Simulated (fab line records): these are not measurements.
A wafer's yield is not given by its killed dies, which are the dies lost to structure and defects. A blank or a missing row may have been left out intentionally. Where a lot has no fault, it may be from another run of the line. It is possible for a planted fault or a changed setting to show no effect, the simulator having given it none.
Problem report in the 8D (eight disciplines) form, filled by code ; flow gf180mcu ; the parts of the form that need people (team, actions taken, sign-off) are left out

## 1. WHAT WENT WRONG
V3_CVD_02_THK at GF_V3_THK_MEAS_03 reads a mean of 506 nm on 2 wafers of 1 lot; wafers without a fault read 849 nm with a standard deviation of 13. That is -26 standard deviations from the usual mean.
Earliest sighting: wafer L335.2 on filmMetro-01 at day 26 10:15. Wafers with a number at this step in the record: 14, from 5 lots. Rule for "out" (also "out of limits"): further than 4 standard deviations from the usual mean. The other wafers with a number count as sound.

## 2. WHAT IT IS AND WHAT IT IS NOT
question;is;is not
which readings at this step;V3_CVD_02_THK;-
which lots;L335;L322, L325, L329, L344
which wafers of those lots;all that have a number;-
read on which gauges;filmMetro-01;filmMetro-02, filmMetro-03
when;from day 26 10:15;"up to then (9 sound wafers); but 3 sound wafers of L344 came after"

## 3. THE SUSPECTS, EACH WITH WHAT RULES IT OUT
Counting: a tool stays on the suspect list if, at a process step up to the reading, it processed all lots that are out and no sound lot following the first of them.
- ruled out: the gauge at GF_V3_THK_MEAS_03. All the wafers that are out were read on filmMetro-01, but those of them that GF_V3_CMP_04 has rows for are out there too, on other tools.
- plasmaAsher-02 at GF_M3_STRIP_17 (strips in O2/N2): kept. It ran the lot that is out, L335 (day 26 09:14), and no sound lot after that; its last sound lot up to then is L325 (day 22 15:12).
- pecvd-02 at GF_V3_CVD_02 (deposits SiO2 from TEOS, target thk 850 nm, time 94.851 s): kept. It ran the lot that is out, L335 (day 26 10:10), and no sound lot after that; its last sound lot up to then is L329 (day 24 09:09).
What counting leaves: plasmaAsher-02 at GF_M3_STRIP_17 and pecvd-02 at GF_V3_CVD_02.

## 4. THE CAUSE (what the simulator had put in)
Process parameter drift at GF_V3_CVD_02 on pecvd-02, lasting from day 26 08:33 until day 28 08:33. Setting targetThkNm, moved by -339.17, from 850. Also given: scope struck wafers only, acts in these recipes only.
This tool is one of the 2 suspects left after counting.

## 5. THE EFFECT CHAIN, in route order
Rows list readings where the struck wafers' mean (over those with a number) sits beyond 3 standard deviations from the usual. Only readings for which the record gives a usual standard deviation are gone through. hours: the time from each lot's start at the first step in this table that gives one to its start at this step, as a median over the lots. sigmas: the change in usual standard deviations.
hours;step;reading;usual;on struck wafers;change;sigmas
0;GF_V3_THK_MEAS_03;V3_CVD_02_THK;849 nm;506;-342;-26
0;GF_V3_CMP_04;timeToEndpointS;80 s;40;-40;-6.0
-;GF_V3_ETCH_17;oesProductAu;0.856 a.u.;0.764;-0.092;-20
It contains these process steps:
- GF_V3_CMP_04: polishes SiO2.
- GF_V3_ETCH_17: etches SiO2 in C4F8/O2/Ar, stops on TiN, target depth 635 nm.
Later steps that measure or inspect, where all struck wafers having a row at the step show a number for every such reading and not one has moved that far: GF_V3_BOW_MEAS_05, GF_V3_CD_MEAS_14, GF_V3_OVL_MEAS_15, GF_V3_RS_MEAS_24, GF_V3_THK_MEAS_25.

## 6. WHAT WOULD HAVE CAUGHT IT SOONER
2 hours passed between the start of the fault at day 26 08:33 and the first reading out of limits at a measuring or inspecting step in this record, taken at day 26 10:15.
An alarm limit of 4 standard deviations would not have fired on the tool readings at GF_V3_CVD_02 for which the record gives a usual standard deviation, since none of them was out on any struck wafer.
By day 26 10:15, every lot that is out (1) had started GF_V3_CVD_02 on pecvd-02. Had the tool been put on hold then, not one of them would have been saved.
